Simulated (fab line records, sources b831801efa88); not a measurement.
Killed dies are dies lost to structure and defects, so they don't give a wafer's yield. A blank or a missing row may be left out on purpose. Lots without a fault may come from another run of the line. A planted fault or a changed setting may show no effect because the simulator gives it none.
fab line records | flow gf180mcu | part 2 of 2: steps 32 to 41 of 41
record lots=5 wafers=15 last_day=33
route steps=602 shown SAB@271 SALICIDE@278 CONTACT@287
lots that met no fault: from a run of the same line without faults
start_h: hours from the record's first day to the start of the lot's first wafer shown | wait_h: hours since the lot's step before | " the same as in the row above | L1.1+2: a row that stands for several wafers | - no value, or no start given | * or withheld: withheld | < > ~ a bound
route shown NAME@n: a module of which the file shows steps, and the number in the route of the first | usual: mean/standard deviation of fault-free wafers | same: alike in all rows | chamber/n: place in a boat | sites: the reading at each site | _std_site: their standard deviation | _edge_site: outer sites' mean less inner sites' | radius_mm: how far each site lies from the wafer's centre | mask NAME#n: copy n | behind: the tool/chamber that last shaped the wafer | hold: why the lot was held/for how many hours/how that ended | device: the transistor (n, p or np) that didn't switch | end of line: the same wafers' tests at the end of the route | a step without rows: its recipe alone | killed: dies lost to structure and defects at the first sort, not the wafer's yield | map: a wafer's dies, x killed, . not, _ none there
set.NAME: the setting as run; set.NAME@STEP: as run at that earlier step | model.NAME: the simulator's own value behind a step, which no gauge read
lots at some steps of the route; a table a step, a row a wafer
services: from which hour (start_h, from the record's first day; less than 0 if before it) a tool's chamber was out of use, for how many hours, and why
## steps
# step GF_CONTACT_OVL_MEAS_15
# usual CONTACT_OVL=2/6.7
# columns lot.wafer tool chamber start_h wait_h CONTACT_OVL[nm]
L077.1 overlay-01 - 389.36 0.1 6
L077.3 " - " " 5
L077.6 " - " " 5
L081.2 overlay-02 - 425.26 0.1 1
L081.3 " - " " -1
L081.5 " - " " 0
L082.1 overlay-01 - 436.57 0.1 -4
L082.2 " - " " -4
L082.3 " - " " 2
L087.1 overlay-01 - 475.47 0.1 11
L087.3 " - " " 10
L087.5 " - " " 13
L090.3 overlay-02 - 503.68 0.1 2
L090.4 " - " " -5
L090.6 " - " " -6
# step GF_CONTACT_ETCH_16
# recipe chemistry=N2/H2 target_depth_a=withheld overetch_a=withheld time_s=withheld target=BARC ion_energy_ev=200 source_w=500 bias_w=100 pressure_mtorr=30 n2_flow_sccm=100 h2_flow_sccm=200
# usual bias_w=100.0/0.33 drypump_motor_current_A=5.5/0.49 oes_product_au=0.855/0.0046 throttle_valve_pct=13.225/0.0094
# columns lot.wafer tool chamber start_h wait_h bias_w drypump_motor_current_A oes_product_au throttle_valve_pct
L077.1 rie_diel-03 2 389.40 0.0 100.1 4.8 0.851 13.238
L077.3 " 1 " " 99.8 5.0 0.847 13.233
L077.6 " 2 " " 100.5 4.8 0.859 13.237
L081.2 rie_diel-02 1 425.29 0.0 100.2 5.8 0.856 13.232
L081.3 " 3 " " 100.1 5.1 0.849 13.228
L081.5 " 1 " " 99.5 5.8 0.859 13.227
L082.1 rie_diel-01 3 436.60 0.0 100.4 5.5 0.856 13.222
L082.2 " 0 " " 99.9 6.0 0.852 13.218
L082.3 " 1 " " 99.8 6.0 0.855 13.253
L087.1 rie_diel-01 1 475.50 0.0 100.2 6.0 0.853 13.230
L087.3 " 3 " " 99.7 5.5 0.855 13.218
L087.5 " 1 " " 99.8 6.0 0.854 13.225
L090.3 rie_diel-03 2 503.70 0.0 99.9 4.8 0.847 13.223
L090.4 " 0 " " 100.0 5.5 0.859 13.212
L090.6 " 3 " " 100.0 5.4 0.846 13.241
# step GF_CONTACT_ETCH_17
# recipe chemistry=C4F8/O2/Ar mask_material=KrF target=SiO2 stop_on=CoSi2 source_w=1500 bias_w=1200 pressure_mtorr=40 c4f8_flow_sccm=withheld O2_flow_sccm=6 Ar_flow_sccm=300 time_s=withheld target_depth_a=8600
# usual bias_w=1200/3.6 oes_product_au=0.815/0.0052
# columns lot.wafer tool chamber start_h wait_h bias_w oes_product_au
L077.1 rie_diel-03 2 - - 1203 0.815
L077.3 " 1 " " 1195 0.812
L077.6 " 2 " " 1201 0.821
L081.2 rie_diel-02 1 - - 1207 0.819
L081.3 " 3 " " 1205 0.820
L081.5 " 1 " " 1203 0.805
L082.1 rie_diel-01 3 - - 1197 0.809
L082.2 " 0 " " 1207 0.816
L082.3 " 1 " " 1198 0.810
L087.1 rie_diel-01 1 - - 1201 0.808
L087.3 " 3 " " 1198 0.807
L087.5 " 1 " " 1203 0.811
L090.3 rie_diel-03 2 - - 1202 0.816
L090.4 " 0 " " 1192 0.812
L090.6 " 3 " " 1204 0.812
# step GF_CONTACT_STRIP_18
# recipe chemistry=O2/N2 power_w=1400 pressure_mtorr=1500 platen_temp_c=250 o2_flow_sccm=3000 n2_flow_sccm=300 overash_fraction=0.5
# usual drypump_motor_current_A=5.2/0.36 heater_power_w=352/38 oes_product_au=0.580/0.0044
# columns lot.wafer tool chamber start_h wait_h drypump_motor_current_A heater_power_w oes_product_au rf_hours_counter_h
L077.1 plasma_asher-01 1 389.56 - 5.4 377 0.576 72
L077.3 " 1 " " 5.4 369 0.577 -
L077.6 " 1 " " 5.4 370 0.576 -
L081.2 plasma_asher-04 1 425.45 - 5.1 368 0.579 63
L081.3 " 1 " " 5.1 378 0.584 -
L081.5 " 0 " " 4.9 337 0.584 -
L082.1 plasma_asher-04 1 436.77 - 5.1 377 0.584 64
L082.2 " 0 " " 4.9 341 0.582 64
L082.3 " 1 " " 5.1 370 0.580 -
L087.1 plasma_asher-01 1 475.67 - 5.4 406 0.573 4
L087.3 " 1 " " 5.4 418 0.582 -
L087.5 " 0 " " 5.1 301 0.578 -
L090.3 plasma_asher-01 0 503.90 - 5.1 301 0.577 -
L090.4 " 1 " " 5.4 412 0.582 -
L090.6 " 0 " " 5.1 292 0.575 -
# step GF_CONTACT_CLEAN_19
# recipe chemistry=SPM
# columns lot.wafer tool chamber start_h wait_h
L077.1+3+6 wet_bench-03 0 389.66 0.1
L081.2+3+5 wet_bench-03 3 425.55 0.1
L082.1+2+3 wet_bench-04 3 436.87 0.1
L087.1+3+5 wet_bench-04 2 475.77 0.1
L090.3+4+6 wet_bench-01 0 503.97 0.0
# step GF_CONTACT_CLEAN_20
# recipe chemistry=DIW
# columns lot.wafer tool chamber start_h wait_h
L077.1+3+6 wet_bench-04 1 389.75 0.0
L081.2+3+5 wet_bench-01 3 425.64 0.0
L082.1+2+3 wet_bench-01 0 436.96 0.0
L087.1+3+5 wet_bench-01 2 475.86 0.0
L090.3+4+6 wet_bench-04 3 504.06 0.0
# step GF_CONTACT_CLEAN_21
# recipe chemistry=dHF time_s=20 dilution=100:1 dry=ipa_marangoni
# columns lot.wafer tool chamber start_h wait_h
L077.1+3+6 wet_bench-03 0 389.84 0.0
L081.2+3+5 wet_bench-03 3 425.73 0.0
L082.1+2+3 wet_bench-04 1 437.05 0.0
L087.1+3+5 wet_bench-03 0 475.97 0.0
L090.3+4+6 wet_bench-03 0 504.26 0.0
# step GF_CONTACT_SPUTTER_22
# recipe material=Ti target_thk_nm=15 chamber_pressure_pa=5 power_w=2500 substrate_temp_c=200 time_s=80.02
# usual throttle_valve_pct=30.3/0.53
# columns lot.wafer tool chamber start_h wait_h throttle_valve_pct
L077.1 pvd_sputter-01 - 389.86 0.0 30.4
L077.3 " - " " 30.0
L077.6 " - " " 29.9
L081.2 pvd_sputter-01 - 425.75 0.0 31.1
L081.3 " - " " 29.9
L081.5 " - " " 30.2
L082.1 pvd_sputter-02 - 437.06 0.0 29.8
L082.2 " - " " 30.3
L082.3 " - " " 30.6
L087.1 pvd_sputter-02 - 475.98 0.0 30.2
L087.3 " - " " 30.9
L087.5 " - " " 30.4
L090.3 pvd_sputter-01 - 504.27 0.0 30.6
L090.4 " - " " 30.8
L090.6 " - " " 30.5
# step GF_CONTACT_SPUTTER_23
# recipe material=TiN target_thk_nm=10 chamber_pressure_pa=5 power_w=4000 time_s=40
# usual throttle_valve_pct=30.3/0.52
# columns lot.wafer tool chamber start_h wait_h throttle_valve_pct
L077.1 pvd_sputter-01 - 389.92 0.0 30.2
L077.3 " - " " 30.3
L077.6 " - " " 30.0
L081.2 pvd_sputter-01 - 425.81 0.0 31.2
L081.3 " - " " 29.9
L081.5 " - " " 30.2
L082.1 pvd_sputter-02 - 437.13 0.0 30.1
L082.2 " - " " 30.2
L082.3 " - " " 30.7
L087.1 pvd_sputter-02 - 476.04 0.0 30.6
L087.3 " - " " 30.9
L087.5 " - " " 30.7
L090.3 pvd_sputter-01 - 504.33 0.0 30.2
L090.4 " - " " 31.0
L090.6 " - " " 30.3
# step GF_CONTACT_CVD_24
# recipe material=W target_thk_nm=300 time_s=90.339 temp_c=400 pressure_torr=40
# usual heater_power_w=729/60
# columns lot.wafer tool chamber start_h wait_h heater_power_w
L077.1 cvd_w-01 1 389.96 0.0 696
L077.3 " 0 " " 671
L077.6 " 1 " " 713
L081.2 cvd_w-01 0 425.85 0.0 667
L081.3 " 1 " " 702
L081.5 " 0 " " 675
L082.1 cvd_w-01 0 437.16 0.0 663
L082.2 " 1 " " 696
L082.3 " 0 " " 671
L087.1 cvd_w-01 1 476.08 0.0 729
L087.3 " 1 " " 727
L087.5 " 1 " " 709
L090.3 cvd_w-01 0 504.40 0.1 665
L090.4 " 1 " " 707
L090.6 " 0 " " 672
## services
# columns tool chamber start_h hours kind
krf_scanner-02 - 342.15 0.8 pm
rie_diel-03 0 349.29 6.4 repair
krf_scanner-02 - 355.03 4.0 pm
plasma_asher-03 - 357.45 2.6 repair
krf_scanner-02 - 359.06 1.0 pm
wet_bench-01 - 363.95 1.6 repair
wet_bench-02 - 363.97 4.4 pm
rie_diel-01 1 373.09 3.5 repair
rie_diel-01 - 392.04 15.6 pm
krf_scanner-02 - 397.90 2.3 repair
pvd_sputter-02 - 398.17 1.7 repair
krf_scanner-02 - 399.33 0.4 repair
rie_diel-03 0 406.14 1.2 repair
krf_scanner-02 - 408.18 1.3 pm
rie_diel-01 - 415.19 0.2 repair
krf_scanner-02 - 415.64 6.5 repair
plasma_asher-01 - 421.25 9.0 pm
rie_diel-01 2 428.68 8.3 repair
rie_diel-03 3 451.98 39.4 repair
rie_diel-03 1 455.55 14.7 repair
wet_bench-01 - 477.91 7.3 repair
rie_diel-03 2 480.16 5.3 repair
rie_diel-03 1 486.33 8.8 repair
rie_diel-01 1 491.12 3.6 repair
